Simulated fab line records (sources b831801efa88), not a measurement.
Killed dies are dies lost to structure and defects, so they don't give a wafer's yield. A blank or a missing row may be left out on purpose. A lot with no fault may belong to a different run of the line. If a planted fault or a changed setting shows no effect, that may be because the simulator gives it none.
Chamber matching / flow sky130 / SKY_VIA3_ETCH_15 on rieDiel-03: 4 sister chambers
The step etches SiO2 in C4F8/O2/Ar, stops on TiN, target depth 507 nm, time 78 s. 4 wafers are shown with their chamber, then 7 later ones without.

## WAFERS PAIRED WITH THEIR CHAMBERS
wafer=L084.3; chamber=3; oesProductAu (a.u.)=0.940
wafer=L089.6; chamber=1; oesProductAu (a.u.)=0.942
wafer=L091.1; chamber=0; oesProductAu (a.u.)=0.947
wafer=L091.2; chamber=2; oesProductAu (a.u.)=0.950

## WAFERS WITH NO CHAMBER GIVEN
wafer=L091.5; oesProductAu (a.u.)=0.940
wafer=L094.1; oesProductAu (a.u.)=0.946
wafer=L094.4; oesProductAu (a.u.)=0.947
wafer=L094.5; oesProductAu (a.u.)=0.952
wafer=L096.2; oesProductAu (a.u.)=0.936
wafer=L096.3; oesProductAu (a.u.)=0.945
wafer=L096.6; oesProductAu (a.u.)=0.946

## EACH ONE'S CHAMBER
wafer=L091.5; from the rows above=can't be placed: 3 or 1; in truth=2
wafer=L094.1; from the rows above=can't be placed: 0 or 1 or 2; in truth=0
wafer=L094.4; from the rows above=can't be placed: 0 or 2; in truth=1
wafer=L094.5; from the rows above=can't be placed: 2 or 0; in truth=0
wafer=L096.2; from the rows above=can't be placed: 3 or 1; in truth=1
wafer=L096.3; from the rows above=can't be placed: 0 or 1 or 2 or 3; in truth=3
wafer=L096.6; from the rows above=can't be placed: 0 or 1 or 2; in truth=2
Correct placement for 0 of the 7. Unplaceable from these rows: 7, with the true chamber sitting among the candidates in 5. Wrongly placed: 0.
How it was worked out, from the rows above alone: a wafer's distance from a chamber is the root of the sum, over the readings, of the square of ((its reading less the chamber's mean) divided by the reading's scatter). The wafer belongs to the nearest chamber; if the next one is less than 2 further off, it can't be placed. The mean given for a chamber averages the wafers shown for that chamber. The scatter: with one shown wafer a chamber, the root of the mean of the squares of how far each hidden wafer lies from its nearest shown one.
